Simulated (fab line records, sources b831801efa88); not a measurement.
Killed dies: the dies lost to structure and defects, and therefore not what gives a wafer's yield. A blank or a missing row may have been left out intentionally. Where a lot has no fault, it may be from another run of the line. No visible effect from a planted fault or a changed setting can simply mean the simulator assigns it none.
Which tool was responsible?    flow gf180mcu    13 lots, 39 wafers sampled, at 4 steps of a route of 602

## WHAT THE GAUGES READ, wafer by wafer
GF_HV_LDD_CD_MEAS_07 targets a cd of 400 nm.
lot   measured      on         cd_nm (nm)
L459  day 10 16:30  cd_sem-02  398 402 399
L461  day 11 19:45  cd_sem-01  401 401 400
L462  day 12 04:50  cd_sem-02  320 322 319
L466  day 13 10:29  cd_sem-01  403 402 402
L471  day 14 16:47  cd_sem-02  395 394 396
L470  day 14 18:29  cd_sem-01  398 397 398
L472  day 15 00:14  cd_sem-02  396 397 396
L473  day 15 07:02  cd_sem-02  401 401 402
L474  day 15 10:38  cd_sem-01  402 401 404
L476  day 16 00:34  cd_sem-01  396 398 399
L477  day 16 09:36  cd_sem-02  399 398 397
L478  day 16 16:20  cd_sem-01  401 401 398
L479  day 16 22:01  cd_sem-01  402 402 404

GF_V1_CD_MEAS_14 targets a cd of 260 nm.
lot   measured      on         cd_nm (nm)
L459  day 19 00:03  cd_sem-01  259.1 260.2 259.7
L461  day 20 07:33  cd_sem-01  260.3 259.8 259.5
L466  day 22 07:59  cd_sem-02  259.1 260.8 258.9
L471  day 23 18:08  cd_sem-02  260.4 261.6 260.5
L470  day 23 20:10  cd_sem-02  260.3 260.5 260.5
L472  day 24 02:25  cd_sem-02  260.7 259.7 261.4
L473  day 24 09:20  cd_sem-01  263.0 262.0 260.7
L474  day 24 13:18  cd_sem-02  258.3 258.5 259.3
L476  day 25 04:02  cd_sem-02  259.9 261.4 260.1
L477  day 25 12:45  cd_sem-01  261.1 261.0 260.8
L478  day 25 17:17  cd_sem-01  261.2 261.6 261.3
L479  day 26 00:03  cd_sem-02  260.1 259.3 259.6

## EACH LOT AND THE TOOL THAT RAN IT (in order: tool; ch and the chambers of the sampled wafers; start)
lot   GF_HV_LDD_EXPOSE_04                  GF_SALICIDE_RTA_06
L459  iline_stepper-01 ch 0, day 10 08:00  rtp_anneal-02 ch 0, day 16 00:17
L461  iline_stepper-01 ch 0, day 11 10:46  rtp_anneal-01 ch 0, day 17 05:47
L462  iline_stepper-02 ch 0, day 11 19:56  -
L466  iline_stepper-01 ch 0, day 13 00:52  rtp_anneal-02 ch 0, day 19 04:27
L471  iline_stepper-02 ch 0, day 14 06:58  rtp_anneal-01 ch 0, day 20 13:55
L470  iline_stepper-02 ch 0, day 14 08:09  rtp_anneal-02 ch 0, day 20 16:34
L472  iline_stepper-01 ch 0, day 14 14:02  rtp_anneal-02 ch 0, day 20 22:39
L473  iline_stepper-02 ch 0, day 14 20:49  rtp_anneal-02 ch 0, day 21 07:16
L474  iline_stepper-02 ch 0, day 15 00:07  rtp_anneal-01 ch 0, day 21 10:20
L476  iline_stepper-02 ch 0, day 15 14:15  rtp_anneal-02 ch 0, day 22 02:59
L477  iline_stepper-01 ch 0, day 15 23:28  rtp_anneal-02 ch 0, day 22 13:55
L478  iline_stepper-02 ch 0, day 16 05:42  rtp_anneal-01 ch 0, day 22 18:02
L479  iline_stepper-01 ch 0, day 16 10:54  rtp_anneal-02 ch 0, day 23 02:47
- GF_HV_LDD_EXPOSE_04: exposes mask Nplus LV AREA, target cd 400 nm.
- GF_SALICIDE_RTA_06: time 30 s.

## WHAT THE TOOLS THEMSELVES READ (means of the sampled wafers that have a number; where no wafer has one, the mark that the record gives instead)
GF_SALICIDE_RTA_06.
lot   tool           lamp_power_pct (%)  wafer_temp_C_max
L459  rtp_anneal-02  6.4                 532.6
L461  rtp_anneal-01  5.7                 531.8
L466  rtp_anneal-02  6.4                 532.1
L471  rtp_anneal-01  5.7                 531.8
L470  rtp_anneal-02  6.4                 531.6
L472  rtp_anneal-02  6.4                 532.7
L473  rtp_anneal-02  6.4                 532.7
L474  rtp_anneal-01  5.7                 531.9
L476  rtp_anneal-02  6.4                 532.6
L477  rtp_anneal-02  6.4                 532.4
L478  rtp_anneal-01  5.7                 531.9
L479  rtp_anneal-02  6.4                 532.4

## THE ANSWER, worked out from the rows above alone
Rule: the lots themselves supply what counts as usual. Put in order of their means at a reading, lots are off if they are a third of the lots or fewer, leave a main group of 4 or more, and stand apart from it by a gap of 3 or more times the standard deviation of the main group's means; of several such gaps the widest counts. A main group is skipped when, at the precision printed for the reading in the tables above, its means are all equal. Also off: a lot with no number at a reading for which 4 or more lots have one. The other lots that the step has rows for count as sound. Order of review: gauges by route order, followed by the tools' own readings, for which a lot's mean as printed above is used. At the first step where some lot is off, the reading lying furthest off is the one used; lots without a number count as furthest.
Off: L462, at GF_HV_LDD_CD_MEAS_07 (cd_nm). Mean 399 nm and standard deviation 2.4 in the main group.
If a tool, at a process step before that reading, ran all the lots that are off and no sound lot after the first of them, it fits. Gauges at GF_HV_LDD_CD_MEAS_07: tried the same way as those tools. Of those tried, none fits.

## WHAT HAD BEEN PUT IN BY THE SIMULATOR
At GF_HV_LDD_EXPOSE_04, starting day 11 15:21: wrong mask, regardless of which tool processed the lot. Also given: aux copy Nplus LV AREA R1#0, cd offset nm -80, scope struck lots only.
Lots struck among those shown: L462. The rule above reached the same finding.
